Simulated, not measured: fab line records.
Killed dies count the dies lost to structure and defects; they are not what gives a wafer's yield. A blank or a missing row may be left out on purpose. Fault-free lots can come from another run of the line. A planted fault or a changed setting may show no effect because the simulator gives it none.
Tool commonality check -- flow gf180mcu -- Sample size 13 lots and 39 wafers

## REASON IT WAS OPENED
2 of 13 lots carry a flag on the reading HV_LDD_TW at GF_HV_LDD_TW_MEAS_11. Wafers without a fault read 2415, standard deviation 22.
Rule: a lot is flagged in two cases, either no wafer of it has a number, or all its wafers with numbers fall more than 4 standard deviations from that mean. All remaining lots are regarded as sound.

lot,measured,on,"HV_LDD_TW, wafer by wafer",flag
L401,day 10 05:44,film-metro-02,2377 2395 2392,
L402,day 10 10:09,film-metro-02,2394 2392 2398,
L404,day 10 20:46,film-metro-02,2399 2406 2399,
L407,day 11 19:38,film-metro-04,1238 1244 1225,FLAGGED
L408,day 12 05:39,film-metro-02,2389 2383 2388,
L409,day 12 10:19,film-metro-04,1243 1246 1251,FLAGGED
L412,day 13 16:37,film-metro-04,2431 2459 2444,
L415,day 14 14:11,film-metro-04,2426 2420 2426,
L419,day 15 17:05,film-metro-03,2396 2412 2400,
L420,day 15 23:51,film-metro-03,2405 2401 2410,
L421,day 16 11:43,film-metro-04,2434 2445 2442,
L422,day 16 11:45,film-metro-03,2392 2407 2421,
L424,day 17 02:51,film-metro-02,2377 2379 2388,
The mean of the flagged lots' numbers is 1241, -1174 from the usual (-53 standard deviations).

## TOOL THAT RAN EACH LOT
The record keeps 1 process step preceding the reading, out of 602 steps on the route. Cell contents, in order: the tool; ch with the chambers the sampled wafers went through; the start.
lot,flag,GF_HV_LDD_IMPLANT_09
L401,,"implanter-01 ch 0, day 10 05:29"
L402,,"implanter-03 ch 0, day 10 09:55"
L404,,"implanter-04 ch 0, day 10 20:31"
L407,FLAGGED,"implanter-01 ch 0, day 11 19:24"
L408,,"implanter-03 ch 0, day 12 05:25"
L409,FLAGGED,"implanter-01 ch 0, day 12 10:04"
L412,,"implanter-04 ch 0, day 13 16:23"
L415,,"implanter-04 ch 0, day 14 13:56"
L419,,"implanter-01 ch 0, day 15 16:50"
L420,,"implanter-01 ch 0, day 15 23:39"
L421,,"implanter-01 ch 0, day 16 11:28"
L422,,"implanter-04 ch 0, day 16 11:31"
L424,,"implanter-04 ch 0, day 17 02:37"
What the steps here do:
- GF_HV_LDD_IMPLANT_09
- GF_HV_LDD_TW_MEAS_11

## FLAGGED OVER TOTAL, TOOL BY TOOL (the gauges that took the reading come last)
step,tool,lots run,flagged,share of the flagged lots,sound lots run after its first flagged lot
GF_HV_LDD_IMPLANT_09,implanter-01,6,2,all,"3 (L419,L420,L421)"
GF_HV_LDD_IMPLANT_09,implanter-03,2,0,none,-
GF_HV_LDD_IMPLANT_09,implanter-04,5,0,none,-
GF_HV_LDD_TW_MEAS_11,film-metro-02,5,0,none,-
GF_HV_LDD_TW_MEAS_11,film-metro-03,3,0,none,-
GF_HV_LDD_TW_MEAS_11,film-metro-04,5,2,all,"3 (L412,L415,L421)"

## WHAT IS ALLOWED BY THE TABLE
In 2 table rows, all flagged lots were run: implanter-01 (GF_HV_LDD_IMPLANT_09), film-metro-04 (GF_HV_LDD_TW_MEAS_11).
- implanter-01 at GF_HV_LDD_IMPLANT_09: 2 of its 6 lots flagged. Lots that were sound ran on it after the first flagged one (L419, L420, L421); a persistent fault on the entire tool would not allow that. Its own readings lie more than 4 standard deviations out on every wafer of the flagged lots: dose-ions-cm2, faraday-current-uA.
- film-metro-04 at GF_HV_LDD_TW_MEAS_11: 2 of its 5 lots flagged. Lots that were sound ran on it after the first flagged one (L412, L415, L421); a persistent fault on the entire tool would not allow that.
No row of the table ran every flagged lot and no sound lot after the first.

## WHAT THE SIMULATOR HAD PUT IN
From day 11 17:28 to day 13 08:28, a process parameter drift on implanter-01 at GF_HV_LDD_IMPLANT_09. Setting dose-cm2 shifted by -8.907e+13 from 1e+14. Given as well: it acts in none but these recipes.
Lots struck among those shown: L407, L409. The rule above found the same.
